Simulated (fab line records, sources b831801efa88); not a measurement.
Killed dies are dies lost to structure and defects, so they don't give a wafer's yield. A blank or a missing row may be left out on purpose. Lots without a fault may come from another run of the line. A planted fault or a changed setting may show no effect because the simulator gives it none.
Which tool did it? | flow sky130 | 12 lots, 36 wafers sampled, at 2 steps of a route of 708

WHAT THE GAUGES READ, wafer by wafer
SKY_CAPM_THK_MEAS_04: measures by xrf. Usual: CAPM_TIN_THK 202.6 nm, standard deviation 2.7.
lot  | measured     | on            | CAPM_TIN_THK (nm) | flag
L674 | day 37 10:21 | film_metro-01 | 202.6 202.7 202.7 |
L675 | day 37 13:38 | film_metro-01 | 204.3 206.9 205.6 |
L677 | day 37 13:18 | film_metro-01 | 200.8 200.8 201.8 |
L678 | day 37 11:25 | film_metro-03 | 201.5 200.6 199.1 |
L679 | day 37 13:58 | film_metro-03 | 206.2 207.8 204.6 |
L680 | day 37 16:46 | film_metro-01 | 202.6 201.1 204.4 |
L681 | day 38 18:40 | film_metro-03 | 199.9 198.8 198.1 |
L682 | day 38 19:22 | film_metro-03 | 200.4 202.3 200.1 |
L683 | day 39 01:31 | film_metro-01 | 206.7 206.4 206.5 |
L684 | day 43 14:20 | film_metro-04 | 200.2 201.7 199.6 |
L687 | day 43 13:35 | film_metro-03 | 201.8 200.4 200.4 |
L694 | day 43 15:19 | film_metro-01 | 201.1 203.5 202.1 |

WHICH TOOL RAN EACH LOT (tool, then ch and the chambers of the sampled wafers, then the start)
lot  | SKY_FIELD_ISO_CVD_03
L674 | lpcvd-02 ch 0, day 1 16:41
L675 | lpcvd-02 ch 0, day 1 22:28
L677 | lpcvd-02 ch 1, day 2 07:55
L678 | lpcvd-02 ch 0, day 2 13:10
L679 | lpcvd-02 ch 1, day 2 20:33
L680 | lpcvd-02 ch 1, day 2 23:34
L681 | lpcvd-02 ch 0, day 3 03:47
L682 | lpcvd-02 ch 1, day 3 09:34
L683 | lpcvd-02 ch 0, day 3 13:41
L684 | lpcvd-02 ch 0, day 3 21:55
L687 | lpcvd-02 ch 0, day 4 12:33
L694 | lpcvd-02 ch 1, day 5 23:20
- SKY_FIELD_ISO_CVD_03: deposits Si3N4 from DCS/NH3, target thk 165 nm, time 2830 s.

WHAT THE TOOLS THEMSELVES READ (means of the sampled wafers that have a number; where no wafer has one, the mark that the record gives instead)
SKY_FIELD_ISO_CVD_03. Usual: zone_power_lower_pct 12.78 %, standard deviation 0.13; zone_power_top_pct 29.5 %, standard deviation 0.98.
lot  | tool     | zone_power_lower_pct (%) | zone_power_top_pct (%) | flag
L674 | lpcvd-02 | 12.86                    | 29.9                   |
L675 | lpcvd-02 | 12.86                    | 30.2                   |
L677 | lpcvd-02 | 12.76                    | 28.1                   |
L678 | lpcvd-02 | 12.81                    | 30.4                   |
L679 | lpcvd-02 | 12.77                    | 28.4                   |
L680 | lpcvd-02 | 12.60                    | 28.4                   |
L681 | lpcvd-02 | 12.88                    | 30.3                   |
L682 | lpcvd-02 | 12.70                    | 28.2                   |
L683 | lpcvd-02 | 12.98                    | 30.4                   |
L684 | lpcvd-02 | 12.93                    | 30.2                   |
L687 | lpcvd-02 | 12.79                    | 30.3                   |
L694 | lpcvd-02 | 12.75                    | 28.5                   |

THE ANSWER, worked out from the rows above alone
Rule: a lot is off if the mean of its wafers that have a number lies more than 3 standard deviations from the usual mean. A lot without any number at a reading at which 4 lots or more have one is off too. The other lots that the step has rows for count as sound. The gauges are gone through in route order, then the tools' own readings, and for those a lot's mean is taken as printed above. The first step at which some lot is off is used, and at that step the reading that is off furthest; a lot without a number counts as furthest.
No lot is off at any reading shown: from this, nothing can be told.

WHAT THE SIMULATOR HAD PUT IN
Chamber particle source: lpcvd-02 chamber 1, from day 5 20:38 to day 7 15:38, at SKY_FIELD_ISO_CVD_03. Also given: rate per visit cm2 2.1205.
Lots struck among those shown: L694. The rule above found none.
